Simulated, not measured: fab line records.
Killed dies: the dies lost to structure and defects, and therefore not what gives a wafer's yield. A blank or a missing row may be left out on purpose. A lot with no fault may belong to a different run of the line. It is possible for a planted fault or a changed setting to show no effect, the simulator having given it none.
Split-lot trial / flow sky130 / 23 wafers read across 5 lots, on a route 708 steps long

ABOUT THE SPLIT
At SKY_METAL4_SPUTTER_02 (material AlCu, target thk 735 nm, time 39.1 s), the setting time s was moved away from the recipe's 39.1 s on 8 of the 23 wafers read, by -10.9% to +6.9%. For the rest of the wafers, this setting stayed at what the recipe calls for.

FROM THE SPLIT TO THE READING: what the file shows between them, 9 steps
- SKY_METAL4_SPUTTER_04: material TiN, target thk 70 nm, time 58.3 s (also split here: power w)
- SKY_CAP2M_COAT_07: resist thk 1140 nm (also split here: resist thk nm)
- SKY_CAP2M_METAL_ETCH_13: etches TiN in Cl2/BCl3, stops on SiO2, target depth 220 nm, time 62.9 s (also split here: time s)
- SKY_CAP2M_STRIP_14: strips in O2/N2
- SKY_CAP2M_STRIP_15: strips in post etch residue remover, time 1200 s
- SKY_CAP2M_CLEAN_16: cleans in IPA, time 180 s
- SKY_METAL4_DESCUM_15: chemistry O2, time 8 s
- SKY_METAL4_ETCH_16: etches BARC in N2/H2, stops on SiO2, time 88.2 s, target depth 60 nm
- SKY_METAL4_ETCH_17: etches SiO2 in C4F8/O2/Ar, stops on TiN, time 3.9 s, target depth 15 nm

THE READING
oes product au, in a.u., at SKY_METAL4_METAL_ETCH_18 (etches the open film in Cl2/BCl3, stops on SiO2, target depth 845 nm, time 183.1 s). Fault-free wafers of this fab line usually give 0.865 a.u., standard deviation 0.0066 a.u.

wafer=L078.1; tool, chamber at the split=pvd sputter-04, -; time s as run, s=39.1; against the recipe=recipe; oes product au, a.u.=0.869; against lot-mates on the recipe=-
wafer=L078.3; tool, chamber at the split=pvd sputter-04, -; time s as run, s=41.8; against the recipe=+6.9%; oes product au, a.u.=0.884; against lot-mates on the recipe=+0.017
wafer=L078.4; tool, chamber at the split=pvd sputter-04, -; time s as run, s=39.1; against the recipe=recipe; oes product au, a.u.=0.866; against lot-mates on the recipe=-
wafer=L078.5; tool, chamber at the split=pvd sputter-04, -; time s as run, s=41.8; against the recipe=+6.9%; oes product au, a.u.=0.893; against lot-mates on the recipe=+0.026
wafer=L078.6; tool, chamber at the split=pvd sputter-04, -; time s as run, s=41.8; against the recipe=+6.9%; oes product au, a.u.=0.890; against lot-mates on the recipe=+0.023
wafer=L076.1; tool, chamber at the split=pvd sputter-04, -; time s as run, s=39.1; against the recipe=recipe; oes product au, a.u.=0.860; against lot-mates on the recipe=-
wafer=L076.2; tool, chamber at the split=pvd sputter-04, -; time s as run, s=39.1; against the recipe=recipe; oes product au, a.u.=0.857; against lot-mates on the recipe=-
wafer=L076.3; tool, chamber at the split=pvd sputter-04, -; time s as run, s=39.1; against the recipe=recipe; oes product au, a.u.=0.861; against lot-mates on the recipe=-
wafer=L076.5; tool, chamber at the split=pvd sputter-04, -; time s as run, s=39.1; against the recipe=recipe; oes product au, a.u.=0.871; against lot-mates on the recipe=-
wafer=L076.6; tool, chamber at the split=pvd sputter-04, -; time s as run, s=39.1; against the recipe=recipe; oes product au, a.u.=0.857; against lot-mates on the recipe=-
wafer=L083.1; tool, chamber at the split=pvd sputter-04, -; time s as run, s=39.1; against the recipe=recipe; oes product au, a.u.=0.861; against lot-mates on the recipe=-
wafer=L083.2; tool, chamber at the split=pvd sputter-04, -; time s as run, s=36.66; against the recipe=-6.2%; oes product au, a.u.=0.840; against lot-mates on the recipe=-0.016
wafer=L083.3; tool, chamber at the split=pvd sputter-04, -; time s as run, s=39.1; against the recipe=recipe; oes product au, a.u.=0.860; against lot-mates on the recipe=-
wafer=L083.4; tool, chamber at the split=pvd sputter-04, -; time s as run, s=36.66; against the recipe=-6.2%; oes product au, a.u.=0.841; against lot-mates on the recipe=-0.015
wafer=L083.5; tool, chamber at the split=pvd sputter-04, -; time s as run, s=39.1; against the recipe=recipe; oes product au, a.u.=0.848; against lot-mates on the recipe=-
wafer=L081.4; tool, chamber at the split=pvd sputter-04, -; time s as run, s=39.1; against the recipe=recipe; oes product au, a.u.=0.852; against lot-mates on the recipe=-
wafer=L081.5; tool, chamber at the split=pvd sputter-04, -; time s as run, s=39.1; against the recipe=recipe; oes product au, a.u.=0.852; against lot-mates on the recipe=-
wafer=L081.6; tool, chamber at the split=pvd sputter-04, -; time s as run, s=39.1; against the recipe=recipe; oes product au, a.u.=0.860; against lot-mates on the recipe=-
wafer=L084.1; tool, chamber at the split=pvd sputter-01, -; time s as run, s=39.1; against the recipe=recipe; oes product au, a.u.=0.860; against lot-mates on the recipe=-
wafer=L084.2; tool, chamber at the split=pvd sputter-01, -; time s as run, s=39.1; against the recipe=recipe; oes product au, a.u.=0.860; against lot-mates on the recipe=-
wafer=L084.3; tool, chamber at the split=pvd sputter-01, -; time s as run, s=34.84; against the recipe=-10.9%; oes product au, a.u.=0.818; against lot-mates on the recipe=-0.042
wafer=L084.4; tool, chamber at the split=pvd sputter-01, -; time s as run, s=34.84; against the recipe=-10.9%; oes product au, a.u.=0.815; against lot-mates on the recipe=-0.045
wafer=L084.5; tool, chamber at the split=pvd sputter-01, -; time s as run, s=34.84; against the recipe=-10.9%; oes product au, a.u.=0.820; against lot-mates on the recipe=-0.040

FIT RESULTS
A straight line over all 23 wafers: oes product au changes by +0.00388 a.u. for each +1% of time s; r = +0.96; the points scatter about the line by 0.0055 a.u.
The same after taking each lot's own level away (the mean of its wafers on the recipe; 23 wafers): +0.0035 a.u. for each +1%; r = +0.97; scatter 0.0048 a.u.
According to that fit, moving time s by its largest amount changes the reading by 0.038 a.u.
Across the lots, their own levels run from 0.8547 to 0.8675 a.u., a range of 1.9 times the standard deviation given above.
So the slope is not independent of the lot-to-lot level: the two fits are not the same.
Check: for one of the wafers moved furthest among these (-10.9%), held out of the fit, the line's prediction against its lot-mates is -0.0375 a.u. Against them it came out at -0.042 a.u.

FURTHER SPLITS ON THESE WAFERS
Before the reading, these wafers also passed through other splits. Each is held against what the fit with the lots' levels taken away leaves over:
other split on the same wafers=SKY_METAL3_SPUTTER_00 time s; wafers away from the commonest value=11; r with oes product au (lot level and that fit taken away)=+0.28
other split on the same wafers=SKY_CAPM_SPUTTER_02 power w; wafers away from the commonest value=6; r with oes product au (lot level and that fit taken away)=+0.08
other split on the same wafers=SKY_VIA3_CMP_02 leave above ref nm; wafers away from the commonest value=8; r with oes product au (lot level and that fit taken away)=+0.04
other split on the same wafers=SKY_METAL4_SPUTTER_04 power w; wafers away from the commonest value=8; r with oes product au (lot level and that fit taken away)=+0.26
other split on the same wafers=SKY_CAP2M_COAT_07 resist thk nm; wafers away from the commonest value=9; r with oes product au (lot level and that fit taken away)=-0.05
other split on the same wafers=SKY_CAP2M_METAL_ETCH_13 time s; wafers away from the commonest value=7; r with oes product au (lot level and that fit taken away)=+0.17

THE WHOLE CHAIN: every reading that the file lists as answering this split, in the file's order
step=SKY_METAL4_SPUTTER_02; what it does=material AlCu, target thk 735 nm, time 39.1 s; reading=AlCu_of_METAL4_SPUTTER_02.thk nm (the simulator's own value, which no gauge read); change (the file's fit)=+7.12 nm for each +1% of the setting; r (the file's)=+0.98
step=SKY_METAL4_METAL_ETCH_18; what it does=etches the open film in Cl2/BCl3, stops on SiO2, target depth 845 nm, time 183.1 s; reading=oes product au; change (the file's fit)=+0.00343 a.u. for each +1% of the setting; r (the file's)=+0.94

THE FILE'S OWN FIT
oes product au changes by +0.00343 a.u. for each +1% of time s, r = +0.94.
